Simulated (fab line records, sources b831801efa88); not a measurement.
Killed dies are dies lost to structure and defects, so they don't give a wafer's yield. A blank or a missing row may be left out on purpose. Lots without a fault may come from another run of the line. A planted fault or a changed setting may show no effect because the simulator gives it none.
fab line records | flow sky130
record lots=12 wafers=36 last_day=50
route steps=708 shown VT_ADJUST_HVTP@92 GATE_OXIDE@198 POLY_GATE@230
lots that met no fault: from a run of the same line without faults
start_h: hours from the record's first day to the start of the lot's first wafer shown | wait_h: hours since the lot's step before | " the same as in the row above | L1.1+2: a row that stands for several wafers | - no value, or no start given | * or withheld: withheld | < > ~ a bound
route shown NAME@n: a module of which the file shows steps, and the number in the route of the first | usual: mean/standard deviation of fault-free wafers | same: alike in all rows | chamber/n: place in a boat | sites: the reading at each site | _std_site: their standard deviation | _edge_site: outer sites' mean less inner sites' | radius_mm: how far each site lies from the wafer's centre | mask NAME#n: copy n | behind: the tool/chamber that last shaped the wafer | hold: why the lot was held/for how many hours/how that ended | device: the transistor (n, p or np) that didn't switch | end of line: the same wafers' tests at the end of the route | a step without rows: its recipe alone | killed: dies lost to structure and defects at the first sort, not the wafer's yield | map: a wafer's dies, x killed, . not, _ none there
set.NAME: the setting as run; set.NAME@STEP: as run at that earlier step | model.NAME: the simulator's own value behind a step, which no gauge read
steps of the route over a sample of lots; a table a step, a row a wafer
services: from which hour (start_h, from the record's first day; less than 0 if before it) a tool's chamber was out of use, for how many hours, and why
## steps
# step SKY_VT_ADJUST_HVTP_CD_MEAS_07
# recipe target_cd_nm=380
# usual cd_nm=381.3/2.4
# columns lot.wafer tool chamber start_h wait_h cd_nm
L783.3 cd_sem-01 - 121.74 0.1 378.1
L783.4 " - " " 379.1
L783.5 " - " " 378.8
L784.1 cd_sem-01 - 126.00 0.1 383.1
L784.4 " - " " 386.3
L784.6 " - " " 383.9
L785.1 cd_sem-01 - 132.32 0.1 383.6
L785.5 " - " " 382.6
L785.6 " - " " 381.6
L787.1 cd_sem-01 - 153.95 0.1 378.9
L787.4 " - " " 378.9
L787.5 " - " " 379.1
L788.1 cd_sem-02 - 154.45 0.1 381.2
L788.2 " - " " 381.7
L788.6 " - " " 381.9
L789.1 cd_sem-01 - 157.25 0.1 378.2
L789.4 " - " " 379.5
L789.5 " - " " 376.5
L790.1 cd_sem-02 - 166.15 0.1 383.8
L790.3 " - " " 384.1
L790.5 " - " " 385.1
L791.3 cd_sem-02 - 180.14 0.1 381.3
L791.4 " - " " 382.1
L791.6 " - " " 381.7
L801.3 cd_sem-01 - 244.01 0.1 380.2
L801.5 " - " " 380.7
L801.6 " - " " 380.0
L804.1 cd_sem-01 - 258.44 0.1 378.8
L804.4 " - " " 378.8
L804.6 " - " " 380.0
L805.1 cd_sem-02 - 259.57 0.1 377.0
L805.2 " - " " 377.9
L805.5 " - " " 376.3
L806.1 cd_sem-01 - 275.02 0.1 382.0
L806.2 " - " " 379.2
L806.4 " - " " 378.6
# step SKY_GATE_OXIDE_IMPLANT_11
# recipe species=B energy_kev=10 dose_cm2=2.6e+12 tilt_deg=withheld
# usual beam_energy_keV=10.000/0.0031 dose_ions_cm2=2.6002e+12/2.4e+09 faraday_current_uA=14.6/0.33
# columns lot.wafer tool chamber start_h wait_h beam_energy_keV dose_ions_cm2 faraday_current_uA
L783.3 implanter-03 0 307.99 0.1 9.999 2.6032e+12 14.3
L783.4 " 0 " " 9.997 2.6046e+12 14.8
L783.5 " 0 " " 10.002 2.5987e+12 14.8
L784.1 implanter-02 0 308.22 0.0 10.002 2.6022e+12 14.7
L784.4 " 0 " " 10.002 2.6036e+12 15.1
L784.6 " 0 " " 10.000 2.6027e+12 14.8
L785.1 implanter-04 0 324.87 0.0 9.999 2.6025e+12 15.0
L785.5 " 0 " " 9.997 2.6043e+12 15.0
L785.6 " 0 " " 9.998 2.6035e+12 15.0
L787.1 implanter-03 0 351.07 0.0 9.995 2.5986e+12 15.1
L787.4 " 0 " " 9.997 2.6003e+12 14.9
L787.5 " 0 " " 9.998 2.5999e+12 14.5
L788.1 implanter-04 0 351.09 0.0 9.999 2.6013e+12 14.9
L788.2 " 0 " " 10.001 2.5962e+12 15.4
L788.6 " 0 " " 10.000 2.5984e+12 14.4
L789.1 implanter-02 0 352.54 0.0 9.994 2.6066e+12 14.5
L789.4 " 0 " " 9.998 2.5996e+12 14.5
L789.5 " 0 " " 10.000 2.5969e+12 15.3
L790.1 implanter-03 0 370.94 0.0 9.998 1.8259e+12 10.1
L790.3 " 0 " " 9.995 1.8241e+12 10.4
L790.5 " 0 " " 9.997 1.8232e+12 10.1
L791.3 implanter-03 0 387.52 0.1 9.999 1.826e+12 10.3
L791.4 " 0 " " 9.997 1.8253e+12 10.5
L791.6 " 0 " " 9.998 1.8263e+12 10.7
L801.3 implanter-02 0 469.32 0.1 10.002 2.6017e+12 15.0
L801.5 " 0 " " 9.999 2.6004e+12 14.1
L801.6 " 0 " " 10.005 2.5973e+12 14.0
L804.1 implanter-03 0 496.50 0.0 10.003 2.5981e+12 14.5
L804.4 " 0 " " 10.000 2.5978e+12 13.8
L804.6 " 0 " " 10.002 2.5988e+12 14.3
L805.1 implanter-04 0 496.82 0.0 10.004 2.6032e+12 14.7
L805.2 " 0 " " 10.006 2.5996e+12 14.3
L805.5 " 0 " " 10.002 2.6001e+12 14.9
L806.1 implanter-03 0 506.68 0.0 10.001 2.6043e+12 14.8
L806.2 " 0 " " 9.997 2.6042e+12 14.4
L806.4 " 0 " " 9.993 2.6002e+12 14.0
# step SKY_GATE_OXIDE_TW_MEAS_14
# usual GATE_OXIDE_TW=226.0/2
# columns lot.wafer tool chamber start_h wait_h GATE_OXIDE_TW
L783.3 film_metro-01 - 308.31 0.1 224.1
L783.4 " - " " 225.3
L783.5 " - " " 223.7
L784.1 film_metro-03 - 308.58 0.1 223.6
L784.4 " - " " 223.2
L784.6 " - " " 222.2
L785.1 film_metro-01 - 325.23 0.1 224.9
L785.5 " - " " 226.7
L785.6 " - " " 225.4
L787.1 film_metro-01 - 351.42 0.1 224.2
L787.4 " - " " 226.5
L787.5 " - " " 226.9
L788.1 film_metro-04 - 351.53 0.1 228.2
L788.2 " - " " 227.9
L788.6 " - " " 228.3
L789.1 film_metro-01 - 352.89 0.1 226.6
L789.4 " - " " 226.7
L789.5 " - " " 226.3
L790.1 film_metro-03 - 371.30 0.1 200.9
L790.3 " - " " 200.6
L790.5 " - " " 201.4
L791.3 film_metro-04 - 387.84 0.1 205.9
L791.4 " - " " 208.2
L791.6 " - " " 206.8
L801.3 film_metro-01 - 469.64 0.1 226.4
L801.5 " - " " 227.3
L801.6 " - " " 225.0
L804.1 film_metro-01 - 496.85 0.1 226.7
L804.4 " - " " 228.2
L804.6 " - " " 225.8
L805.1 film_metro-03 - 497.17 0.1 222.9
L805.2 " - " " 222.9
L805.5 " - " " 223.7
L806.1 film_metro-01 - 507.04 0.1 226.1
L806.2 " - " " 226.8
L806.4 " - " " 226.4
# step SKY_POLY_GATE_ETCH_16
# recipe stop_on=poly-Si chemistry=CH3F/O2 target=Si3N4 source_w=400 bias_w=80 pressure_mtorr=25 ch3f_flow_sccm=40 O2_flow_sccm=30 time_s=147.5 target_depth_a=750
# usual O2_flow_sccm=30.01/0.086 chamber_pressure_mTorr=25.001/0.023 drypump_motor_current_A=5.6/0.44 oes_product_au=0.639/0.0051 throttle_valve_pct=10.535/0.0089
# columns lot.wafer tool chamber start_h wait_h O2_flow_sccm chamber_pressure_mTorr drypump_motor_current_A oes_product_au rf_hours_counter_h throttle_valve_pct
L783.3 rie_diel-02 0 370.49 0.0 30.03 24.999 5.0 0.646 55 10.545
L783.4 " 3 " " 30.04 25.028 6.0 0.636 13 10.527
L783.5 " 3 " " 30.15 24.982 6.0 0.633 - 10.515
L784.1 rie_diel-04 1 372.02 0.0 30.04 25.015 6.2 0.625 11 10.532
L784.4 " 2 " " 29.97 25.019 6.1 0.633 85 10.536
L784.6 " 3 " " 29.91 24.982 5.8 0.639 - 10.528
L785.1 rie_diel-02 1 388.02 0.0 29.93 25.017 6.0 0.641 6 10.539
L785.5 " 2 " " 29.98 24.982 5.2 0.646 - 10.535
L785.6 " 3 " " 30.06 24.993 6.0 0.637 - 10.529
L787.1 rie_diel-01 0 415.94 0.0 29.93 24.969 5.1 0.638 12 10.526
L787.4 " 3 " " 30.09 24.983 5.7 0.635 77 10.538
L787.5 " 1 " " 29.92 25.017 4.9 0.645 - 10.535
L789.1 rie_diel-04 1 417.24 0.0 30.08 25.030 6.2 0.635 12 10.536
L789.4 " 2 " " 29.87 24.998 6.0 0.637 87 10.531
L789.5 " 0 " " 29.82 25.022 5.6 0.640 - 10.517
L788.1 rie_diel-02 3 418.17 0.0 29.99 24.987 6.0 0.632 14 10.530
L788.2 " 0 " " 30.18 24.989 5.0 0.638 56 10.533
L788.6 " 1 " " 30.05 24.982 6.0 0.641 - 10.544
L790.1 rie_diel-01 0 442.57 0.0 29.93 25.025 5.1 0.638 12 10.524
L790.3 " 3 " " 30.19 24.976 5.7 0.642 77 10.534
L790.5 " 0 " " 29.83 25.008 5.1 0.636 - 10.518
L791.3 rie_diel-02 0 454.59 0.0 29.91 25.008 5.0 0.642 56 10.529
L791.4 " 2 " " 29.90 24.989 5.2 0.641 8 10.537
L791.6 " 3 " " 30.02 24.989 6.0 0.644 - 10.526
L801.3 rie_diel-04 1 537.38 0.0 30.05 24.989 6.2 0.644 14 10.539
L801.5 " 0 " " 30.00 25.013 5.6 0.644 - 10.535
L801.6 " 3 " " 30.03 25.007 5.8 0.640 - 10.537
L804.1 rie_diel-04 2 561.93 0.0 29.98 25.039 6.1 0.633 1 10.543
L804.4 " 1 " " 30.16 24.992 6.2 0.644 15 10.518
L804.6 " 0 " " 29.80 24.961 5.5 0.634 - 10.530
L805.1 rie_diel-01 2 564.29 0.0 30.16 24.971 5.4 0.642 8 10.521
L805.2 " 1 " " 30.10 24.974 4.9 0.631 19 10.525
L805.5 " 2 " " 30.00 25.005 5.4 0.638 - 10.535
L806.1 rie_diel-02 1 572.17 0.0 29.99 25.013 6.0 0.636 10 10.524
L806.2 " 3 " " 29.99 25.020 6.0 0.641 17 10.535
L806.4 " 0 " " 29.98 24.983 5.0 0.639 59 10.536
# step SKY_POLY_GATE_CD_MEAS_22
# usual cd_nm=149.1/2.1
# columns lot.wafer tool chamber start_h wait_h cd_nm
L783.3 cd_sem-02 - 375.67 0.1 150.6
L783.4 " - " " 147.3
L783.5 " - " " 148.7
L784.1 cd_sem-01 - 375.78 0.2 151.4
L784.4 " - " " 149.3
L784.6 " - " " 149.6
L785.1 cd_sem-01 - 392.31 0.1 150.8
L785.5 " - " " 147.8
L785.6 " - " " 146.8
L787.1 cd_sem-02 - 420.33 0.1 147.7
L787.4 " - " " 144.0
L787.5 " - " " 146.4
L789.1 cd_sem-01 - 420.42 0.1 148.6
L789.4 " - " " 153.4
L789.5 " - " " 146.7
L788.1 cd_sem-02 - 420.50 0.2 146.4
L788.2 " - " " 150.5
L788.6 " - " " 149.2
L790.1 cd_sem-02 - 446.59 0.1 149.5
L790.3 " - " " 148.4
L790.5 " - " " 147.6
L791.3 cd_sem-01 - 459.03 0.1 150.1
L791.4 " - " " 146.6
L791.6 " - " " 146.5
L801.3 cd_sem-01 - 539.50 0.1 149.2
L801.5 " - " " 147.4
L801.6 " - " " 152.7
L804.1 cd_sem-02 - 563.55 0.1 150.9
L804.4 " - " " 148.0
L804.6 " - " " 147.5
L805.1 cd_sem-02 - 565.90 0.1 149.6
L805.2 " - " " 147.7
L805.5 " - " " 149.8
L806.1 cd_sem-01 - 573.90 0.1 156.1
L806.2 " - " " 153.4
L806.4 " - " " 153.1
## services
# columns tool chamber start_h hours kind
rie_diel-01 0 303.17 11.1 repair
implanter-04 - 304.99 13.9 repair
implanter-03 - 310.73 2.2 repair
implanter-02 - 316.07 3.9 pm
rie_diel-01 3 319.80 2.5 repair
rie_diel-02 0 321.83 6.3 repair
implanter-04 - 322.29 2.2 repair
implanter-02 - 329.02 3.1 pm
implanter-04 - 332.83 4.3 pm
implanter-04 - 340.87 0.6 repair
implanter-02 - 350.05 2.1 repair
rie_diel-04 3 350.49 9.2 repair
rie_diel-01 - 367.09 28.1 pm
implanter-02 - 376.76 4.0 repair
implanter-04 - 388.61 7.1 pm
rie_diel-02 0 405.82 5.5 repair
rie_diel-04 3 407.66 7.9 repair
rie_diel-02 - 433.04 0.7 repair
rie_diel-04 0 446.55 10.1 repair
rie_diel-01 3 482.51 4.1 repair
rie_diel-04 2 489.63 2.4 repair
implanter-02 - 496.54 5.2 repair
implanter-04 - 519.72 4.4 repair
rie_diel-02 - 547.30 2.8 pm
## key
first_sign step=SKY_GATE_OXIDE_IMPLANT_11 reading=dose_ions_cm2 direction=down sigmas=99+ usual=* struck=*
effect step=SKY_GATE_OXIDE_IMPLANT_11 reading=faraday_current_uA direction=down sigmas=13 usual=14.6 struck=10.3
effect step=SKY_GATE_OXIDE_TW_MEAS_14 reading=GATE_OXIDE_TW direction=down sigmas=11 usual=226.0 struck=204.0
met_at SKY_GATE_OXIDE_IMPLANT_11
struck_lots L790,L791
tester_left_out L790,L791
not_acting_at SKY_VT_ADJUST_HVTP_CD_MEAS_07,SKY_POLY_GATE_ETCH_16,SKY_POLY_GATE_CD_MEAS_22
onset_between 351.07 370.94
fault kind=process_parameter_drift tool=implanter-03 chamber=- onset_h=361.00 steps=SKY_GATE_OXIDE_IMPLANT_11 channel=dose_cm2 offset=* shape=step end_h=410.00 acts_in=* stated=*
# tester_left_out: of these lots the tester's yield and bins aren't shown, on N5 and GAA mostly nor the transistor test; their killed dies are dies lost to structure and defects alone, not to doping, threshold or leakage, so they don't give the yield
